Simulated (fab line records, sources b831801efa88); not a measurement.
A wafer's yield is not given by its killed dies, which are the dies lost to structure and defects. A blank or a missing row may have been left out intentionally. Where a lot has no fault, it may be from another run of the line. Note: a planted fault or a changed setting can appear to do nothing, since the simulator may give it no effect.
Which tool did it? | flow gf180mcu | 42 wafers from 14 lots sampled at 4 of the route's 602 steps

WHAT THE GAUGES READ, wafer by wafer
GF_V2_OVL_MEAS_15. Usual: V2_OVL typically reads -2 nm, with standard deviation 5.4.
lot  | measured     | on         | V2_OVL (nm) | flag
L935 | day 20 03:09 | overlay-01 | -3 1 -4     |
L936 | day 20 13:47 | overlay-01 | -6 -7 -7    |
L937 | day 20 23:34 | overlay-01 | 9 -1 4      |
L939 | day 21 21:07 | overlay-01 | -15 -3 1    |
L940 | day 22 02:26 | overlay-02 | -15 0 -9    |
L941 | day 22 14:04 | overlay-02 | 5 -1 -3     |
L945 | day 24 04:40 | overlay-01 | -7 -6 -14   |
L946 | day 24 10:31 | overlay-01 | -5 2 0      |
L947 | day 24 17:10 | overlay-01 | -12 -8 -6   |
L951 | day 25 20:45 | overlay-02 | -1 -4 -5    |
L952 | day 26 03:54 | overlay-02 | 4 -2 -2     |
L953 | day 26 08:31 | overlay-02 | -4 -6 -5    |
L954 | day 26 19:50 | overlay-01 | -2 3 3      |
L955 | day 27 05:03 | overlay-02 | -1 0 4      |

GF_V3_THK_MEAS_01. Usual: V3_CVD_00_THK typically reads 600 nm, with standard deviation 6.2.
lot  | measured     | on            | V3_CVD_00_THK (nm) | flag
L935 | day 21 05:23 | film-metro-03 | 608 611 609        |
L936 | day 21 16:37 | film-metro-04 | 606 609 606        |
L937 | day 22 01:38 | film-metro-04 | 610 606 607        |
L939 | day 22 23:08 | film-metro-01 | 603 597 599        |
L940 | day 23 03:53 | film-metro-03 | 603 603 605        |
L941 | day 23 15:34 | film-metro-04 | 595 598 599        |
L945 | day 25 04:47 | film-metro-01 | 596 597 596        |
L946 | day 25 10:44 | film-metro-03 | 594 607 599        |
L947 | day 25 17:55 | film-metro-04 | 609 595 604        |
L951 | day 26 19:36 | film-metro-04 | 594 593 593        |
L952 | day 27 03:19 | film-metro-03 | 599 595 603        |
L953 | day 27 07:21 | film-metro-04 | 605 607 601        |
L954 | day 27 18:22 | film-metro-01 | 600 603 597        |
L955 | day 28 02:50 | film-metro-04 | 592 584 599        |

WHAT TOOL EACH LOT RAN ON (gives the tool, then ch and the chambers of the sampled wafers, and finally the start)
lot  | GF_MVSD_IMPLANT_09             | GF_M2_SPUTTER_04
L935 | implanter-02 ch 0, day 4 10:28 | pvd-sputter-03, day 18 01:20
L936 | implanter-02 ch 0, day 4 15:28 | pvd-sputter-02, day 18 12:05
L937 | implanter-04 ch 0, day 4 20:07 | pvd-sputter-02, day 18 21:18
L939 | implanter-04 ch 0, day 5 10:49 | pvd-sputter-03, day 19 19:04
L940 | implanter-02 ch 0, day 5 14:25 | pvd-sputter-03, day 20 01:19
L941 | implanter-03 ch 0, day 5 20:46 | pvd-sputter-03, day 20 13:30
L945 | implanter-04 ch 0, day 6 23:47 | pvd-sputter-04, day 22 05:49
L946 | implanter-02 ch 0, day 7 03:58 | pvd-sputter-03, day 22 12:35
L947 | implanter-04 ch 0, day 7 09:49 | pvd-sputter-04, day 22 18:40
L951 | implanter-02 ch 0, day 8 08:46 | pvd-sputter-02, day 24 00:44
L952 | implanter-03 ch 0, day 8 13:34 | pvd-sputter-04, day 24 07:01
L953 | implanter-04 ch 0, day 8 17:46 | pvd-sputter-03, day 24 13:31
L954 | implanter-04 ch 0, day 9 01:28 | pvd-sputter-03, day 25 01:11
L955 | implanter-03 ch 0, day 9 08:50 | pvd-sputter-03, day 25 10:11
- GF_MVSD_IMPLANT_09
- GF_M2_SPUTTER_04: material TiN, target thk 50 nm, time 41.7 s.

AS READ BY THE TOOLS THEMSELVES (means over the sampled wafers that have a number; for cases with no such wafer, the mark the record gives instead)
GF_MVSD_IMPLANT_09. Usual: dose-ions-cm2 5e+12, standard deviation 5e+09; tilt-deg -0.002 degrees, standard deviation 0.021.
lot  | tool         | dose-ions-cm2 | tilt-deg (degrees) | flag
L935 | implanter-02 | 5e+12         | 0.017              |
L936 | implanter-02 | 5e+12         | 0.002              |
L937 | implanter-04 | 5e+12         | -0.015             |
L939 | implanter-04 | 5e+12         | -0.016             |
L940 | implanter-02 | 5e+12         | 0.007              |
L941 | implanter-03 | 5e+12         | -0.005             |
L945 | implanter-04 | 5e+12         | -0.041             |
L946 | implanter-02 | 5e+12         | 5.411              | OFF
L947 | implanter-04 | 5e+12         | 0.025              |
L951 | implanter-02 | 5e+12         | 5.419              | OFF
L952 | implanter-03 | 5e+12         | 0.024              |
L953 | implanter-04 | 5e+12         | -0.014             |
L954 | implanter-04 | 5e+12         | 0.018              |
L955 | implanter-03 | 5e+12         | 0.002              |

GF_M2_SPUTTER_04. Usual: chamber-pressure-pa 0.4000 Pa, standard deviation 0.0008; throttle-valve-pct 29.9 %, standard deviation 1.2.
lot  | tool           | chamber-pressure-pa (Pa) | throttle-valve-pct (%) | flag
L935 | pvd-sputter-03 | 0.4007                   | 29.4                   |
L936 | pvd-sputter-02 | 0.4001                   | 32.1                   |
L937 | pvd-sputter-02 | 0.4005                   | 31.0                   |
L939 | pvd-sputter-03 | 0.3994                   | 28.9                   |
L940 | pvd-sputter-03 | 0.4003                   | 29.3                   |
L941 | pvd-sputter-03 | 0.3997                   | 29.3                   |
L945 | pvd-sputter-04 | 0.4004                   | 30.1                   |
L946 | pvd-sputter-03 | 0.3992                   | 28.6                   |
L947 | pvd-sputter-04 | 0.3994                   | 29.9                   |
L951 | pvd-sputter-02 | 0.3998                   | 30.4                   |
L952 | pvd-sputter-04 | 0.4004                   | 30.0                   |
L953 | pvd-sputter-03 | 0.3997                   | 29.5                   |
L954 | pvd-sputter-03 | 0.4000                   | 28.7                   |
L955 | pvd-sputter-03 | 0.4001                   | 29.1                   |

THE ANSWER, worked out from the rows above alone
Rule: a lot counts as off when the mean over its wafers that have a number is more than 3 standard deviations away from the usual mean. Also off: a lot with no number at a reading for which 4 or more lots have one. Where the step has rows for the other lots, those lots are counted as sound. The gauges are gone through in route order, then the tools' own readings, and for those a lot's mean is taken as printed above. The first step at which some lot is off is used, and at that step the reading that is off furthest; a lot without a number counts as furthest.
Off: L946, L951, at GF_MVSD_IMPLANT_09 (tilt-deg).
A tool fits if, at that step or a process step before it, it ran every lot that is off, and no sound lot after the first of them. One fits: implanter-02 at GF_MVSD_IMPLANT_09. A fault onset in the window from L940 (day 5 14:25, its last sound lot) to L946 (day 7 03:58, its first lot off) fits.
The tool's own readings at GF_MVSD_IMPLANT_09 bear it out: on the lots that are off they differ by more than 5 times the standard deviation of the sound lots' means. tilt-deg reads 5.415 degrees there against 0.000 degrees on the sound lots.

WHAT WAS PUT IN BY THE SIMULATOR
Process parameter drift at GF_MVSD_IMPLANT_09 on implanter-02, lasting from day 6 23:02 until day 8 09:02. Setting tilt-deg shifted by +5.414 from 0. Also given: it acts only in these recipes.
Struck lots among those shown: L946, L951. The same result came from the rule above.
